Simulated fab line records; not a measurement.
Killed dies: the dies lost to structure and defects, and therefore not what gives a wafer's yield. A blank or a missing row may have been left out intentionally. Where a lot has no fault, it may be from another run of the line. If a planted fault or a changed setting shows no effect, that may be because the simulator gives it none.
Struck lot and sound lot, side by side    flow sky130    15 out of 708 route steps
Sound: wafers L498.2, L498.4, L498.6. Struck: wafers L494.1, L494.2, L494.4. At the end, the cause is stated.
At each step with rows: each side's tool, then ch and its chambers, then its first start. Under that, the readings that differ: sound wafers    struck wafers    difference of the means    sigmas: that difference in standard deviations of wafers without a fault.
alike: readings with means less than 2 such deviations apart, plus words and numbers identical on both sides. not compared: withheld readings, readings lacking a value on some wafer, bounds such as >300 that could conceal the same value, and numbers that have no deviation in the record and whose values overlap.
A row with sigmas, a row that says differs or no value, or rows on one side alone: a step with any of these is where the two part. Numbers that have no deviation but don't overlap get no sigmas and don't part them. Lack of a reading on every wafer of one side parts them only where that side has two or more wafers.

first, 7 steps without rows for these wafers: SKY_VIA3_HMDS_05 (prime time 60 s); SKY_VIA3_COAT_06 (resist thk 60 nm); SKY_VIA3_COAT_07 (resist thk 450 nm); SKY_VIA3_SOFTBAKE_08 (time 90 s); SKY_VIA3_EXPOSE_09 (exposes mask VIM3, target cd 200 nm); SKY_VIA3_PEB_10; SKY_VIA3_DEVELOP_11 (develop time 60 s).
SKY_VIA3_CD_MEAS_12: the cd target is 200 nm.
  struck on cd-sem-02, day 45 04:49; sound on cd-sem-02, day 45 23:04
  alike: cd-nm
SKY_VIA3_OVL_MEAS_13:
  struck on overlay-02, day 45 04:56; sound on overlay-01, day 45 23:10
  alike: VIA3_OVL
SKY_VIA3_ETCH_14: etches BARC in N2/H2, stops on SiO2, time 45.9 s, target depth 60 nm.
  sound on rie-diel-03 ch 0,1,2, day 45 23:12; struck on rie-diel-01 ch 1,2,3, day 45 04:58
  alike: drypump-motor-current-A, oes-product-au, throttle-valve-pct
  not compared: rf-hours-counter-h
SKY_VIA3_ETCH_15: etches SiO2 in C4F8/O2/Ar, stops on TiN, target depth 507 nm, time 78 s.
  sound on rie-diel-03 ch 0,1,2, day 45 23:14; struck on rie-diel-01 ch 1,2,3, day 45 05:01
  alike: oes-product-au
  not compared: rf-hours-counter-h
SKY_VIA3_STRIP_16: strips in O2/N2.
  sound on plasma-asher-01 ch 0,1, day 45 23:18; struck on plasma-asher-02 ch 0,1, day 45 05:05
reading                         sound           struck          difference  sigmas
chamber-pressure-mTorr (mTorr)  1502 1500 1502  1500 1498 1419  -29         -4
  alike: drypump-motor-current-A, oes-product-au, strip-time-to-endpoint-s
  not compared: rf-hours-counter-h
SKY_VIA3_STRIP_17: strips in post etch residue remover, time 1200 s.
  sound on wet-bench-04 ch 2, day 45 23:24; struck on wet-bench-04 ch 3, day 45 05:11
  no value came back on the struck wafers for bath-guard-temp-C (C), bath-heat-duty-pct (%); on the sound wafers bath-guard-temp-C (C) reads 71.8 72.0 71.9
then, 1 step without rows for these wafers: SKY_VIA3_CLEAN_18 (cleans in IPA, time 180 s).
-- the record jumps here: 5 days lie between the struck wafers' starts before and after (it left off in module VIA3 and takes up again in module PAD_OPEN, whose first step shown is number 708 of the route) --
SKY_PAD_OPEN_PROBE_99:
  struck on prober-01, day 50 06:42; sound on prober-01, day 50 21:38
reading                        sound            struck            difference  sigmas
model.etest.via3-chain.rc-ohm  9.967 9.6 10.35  11.6 11.87 12.31  +2.0        
  alike: defect-limited-yield, killed_at_M0_to_M3, killed_at_M4_up, killed-at-contacts, killed-at-front-end, killed-at-other, killed-dies, killed-open, killed-short, sort_bin_3_pad_short, sort_bin_5_function, sort_bin_6_memory, sort-n-pass, sort-yield-pct

## WHERE THEY PART
At SKY_VIA3_STRIP_16 first; at SKY_VIA3_STRIP_17 last (within this record only). Later steps at which nothing parts them and some readings are alike: SKY_PAD_OPEN_PROBE_99.

WHY: what the simulator had put in
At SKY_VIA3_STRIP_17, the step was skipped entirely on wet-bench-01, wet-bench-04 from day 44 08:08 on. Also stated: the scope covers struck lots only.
